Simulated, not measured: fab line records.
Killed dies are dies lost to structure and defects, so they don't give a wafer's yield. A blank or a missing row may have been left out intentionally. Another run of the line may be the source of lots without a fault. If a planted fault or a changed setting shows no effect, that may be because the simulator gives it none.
Which of the tools did it? :: flow sfq_line :: at 1 step of a route of 325, 14 lots with 42 wafers sampled

== WHAT THE GAUGES SHOWED, per wafer ==
The record lacks any reading of a measuring or inspecting step that a usual standard deviation could be used to judge.

== EACH LOT AND THE TOOL THAT RAN IT (in order: tool; ch and the chambers of the sampled wafers; start) ==
lot: L694
SFQ_TRILAYER_INCOMING_OXIDATION_002: furnace-02 ch 0, day 1 10:07

lot: L695
SFQ_TRILAYER_INCOMING_OXIDATION_002: furnace-01 ch 0, day 1 15:07

lot: L696
SFQ_TRILAYER_INCOMING_OXIDATION_002: furnace-02 ch 0, day 1 20:07

lot: L697
SFQ_TRILAYER_INCOMING_OXIDATION_002: furnace-01 ch 0, day 2 01:07

lot: L698
SFQ_TRILAYER_INCOMING_OXIDATION_002: furnace-02 ch 0, day 2 06:07

lot: L699
SFQ_TRILAYER_INCOMING_OXIDATION_002: furnace-01 ch 0, day 2 11:07

lot: L700
SFQ_TRILAYER_INCOMING_OXIDATION_002: furnace-02 ch 0, day 2 16:07

lot: L701
SFQ_TRILAYER_INCOMING_OXIDATION_002: furnace-01 ch 0, day 2 21:07

lot: L703
SFQ_TRILAYER_INCOMING_OXIDATION_002: furnace-01 ch 0, day 3 07:07

lot: L708
SFQ_TRILAYER_INCOMING_OXIDATION_002: furnace-02 ch 0, day 4 08:07

lot: L709
SFQ_TRILAYER_INCOMING_OXIDATION_002: furnace-01 ch 0, day 4 13:07

lot: L711
SFQ_TRILAYER_INCOMING_OXIDATION_002: furnace-01 ch 0, day 4 23:07

lot: L714
SFQ_TRILAYER_INCOMING_OXIDATION_002: furnace-02 ch 0, day 5 14:07

lot: L716
SFQ_TRILAYER_INCOMING_OXIDATION_002: furnace-02 ch 0, day 6 00:07
- SFQ_TRILAYER_INCOMING_OXIDATION_002: target thk 500 nm, ox time 4939 s.

== AS READ BY THE TOOLS THEMSELVES (means over the sampled wafers that have a number; for cases with no such wafer, the mark the record gives instead) ==
SFQ_TRILAYER_INCOMING_OXIDATION_002.
lot: L694
tool: furnace-02
spike_tc_centre_C (C): 1000.6
spike_tc_upper_C (C): 1000.5

lot: L695
tool: furnace-01
spike_tc_centre_C (C): 999.5
spike_tc_upper_C (C): 999.5

lot: L696
tool: furnace-02
spike_tc_centre_C (C): 1000.9
spike_tc_upper_C (C): 999.9

lot: L697
tool: furnace-01
spike_tc_centre_C (C): 999.6
spike_tc_upper_C (C): 1000.3

lot: L698
tool: furnace-02
spike_tc_centre_C (C): 1000.3
spike_tc_upper_C (C): 1000.5

lot: L699
tool: furnace-01
spike_tc_centre_C (C): 999.5
spike_tc_upper_C (C): 999.4

lot: L700
tool: furnace-02
spike_tc_centre_C (C): 1000.9
spike_tc_upper_C (C): 999.9

lot: L701
tool: furnace-01
spike_tc_centre_C (C): 999.4
spike_tc_upper_C (C): 999.6

lot: L703
tool: furnace-01
spike_tc_centre_C (C): 999.1
spike_tc_upper_C (C): 999.3

lot: L708
tool: furnace-02
spike_tc_centre_C (C): 1000.6
spike_tc_upper_C (C): 999.6

lot: L709
tool: furnace-01
spike_tc_centre_C (C): 999.2
spike_tc_upper_C (C): 999.9

lot: L711
tool: furnace-01
spike_tc_centre_C (C): 999.0
spike_tc_upper_C (C): 999.9

lot: L714
tool: furnace-02
spike_tc_centre_C (C): 1000.1
spike_tc_upper_C (C): 1000.3

lot: L716
tool: furnace-02
spike_tc_centre_C (C): 999.6
spike_tc_upper_C (C): 999.3

== THE ANSWER, worked out from the rows above alone ==
Rule: the usual values come from the lots themselves. The widest of any qualifying gaps counts: lots, ordered by their means at a reading, are off when they make up no more than a third of the lots, leave a main group of 4 or more, and stand apart from it by 3 or more times the standard deviation of that group's means. A main group is skipped when, at the precision printed for the reading in the tables above, its means are all equal. Also off: a lot with no number at a reading for which 4 or more lots have one. Where the step has rows for the other lots, those lots are counted as sound. The gauges are gone through in route order, then the tools' own readings, and for those a lot's mean is taken as printed above. At the first step where some lot is off, the reading lying furthest off is the one used; lots without a number count as furthest.
No lot is off on any of the readings shown, so nothing can be concluded from this.

== WHAT THE SIMULATOR HAD PUT IN ==
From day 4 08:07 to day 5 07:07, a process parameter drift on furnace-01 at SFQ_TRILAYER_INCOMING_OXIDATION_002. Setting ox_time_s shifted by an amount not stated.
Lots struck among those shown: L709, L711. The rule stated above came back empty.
